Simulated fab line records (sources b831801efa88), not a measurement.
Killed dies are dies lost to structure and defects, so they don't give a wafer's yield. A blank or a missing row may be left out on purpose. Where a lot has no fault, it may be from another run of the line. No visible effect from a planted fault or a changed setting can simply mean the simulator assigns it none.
Matching of chambers ; flow gf180mcu ; 4 sister chambers for GF_PASSIVATION_ETCH_11 on rie diel-03
The step etches the open film in CF4/O2, stops on TiN, target depth 2040 nm, time 453.3 s. 8 wafers are shown with their chamber, then 11 later ones without.

## WAFERS WITH THEIR CHAMBER
wafer;chamber;drypump motor current A (A);oes product au (a.u.)
L083.2;2;5.3;0.995
L083.4;1;6.1;0.989
L083.5;3;6.0;0.993
L083.6;2;5.2;0.993
L085.1;1;6.1;0.987
L085.2;0;5.6;0.992
L085.3;3;6.0;0.992
L085.4;0;5.6;0.990

## WAFERS WHOSE CHAMBER IS MISSING
wafer;drypump motor current A (A);oes product au (a.u.)
L085.5;6.0;0.990
L085.6;6.1;0.990
L087.4;6.0;0.988
L087.5;5.2;0.992
L087.6;6.1;0.979
L094.1;5.6;0.982
L094.2;6.1;0.977
L094.4;6.0;0.985
L093.1;5.6;0.979
L093.2;5.3;0.988
L093.5;5.6;0.983

## WHICH CHAMBER EACH ONE RAN IN
wafer;from the rows above;in truth
L085.5;can't be placed: 3 or 1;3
L085.6;can't be placed: 1 or 3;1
L087.4;can't be placed: 1 or 3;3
L087.5;2;2
L087.6;1;1
L094.1;0;0
L094.2;1;1
L094.4;1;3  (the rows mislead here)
L093.1;0;0
L093.2;2;2
L093.5;0;0
Correct placement for 7 of the 11. These rows do not allow placing 3 (true chamber among the candidates in 3). Number placed wrongly: 1.
How it was worked out, from the rows above alone: a wafer's distance from a chamber is the root of the sum, over the readings, of the square of ((its reading less the chamber's mean) divided by the reading's scatter). The wafer belongs to the nearest chamber; if the next one is less than 2 further off, it can't be placed. For every chamber, the mean is computed from those of its wafers that are shown. How the scatter is found: for the shown wafers, subtract from each reading the mean of its chamber, square and add these, divide the total by (wafers less chambers), then take the root.
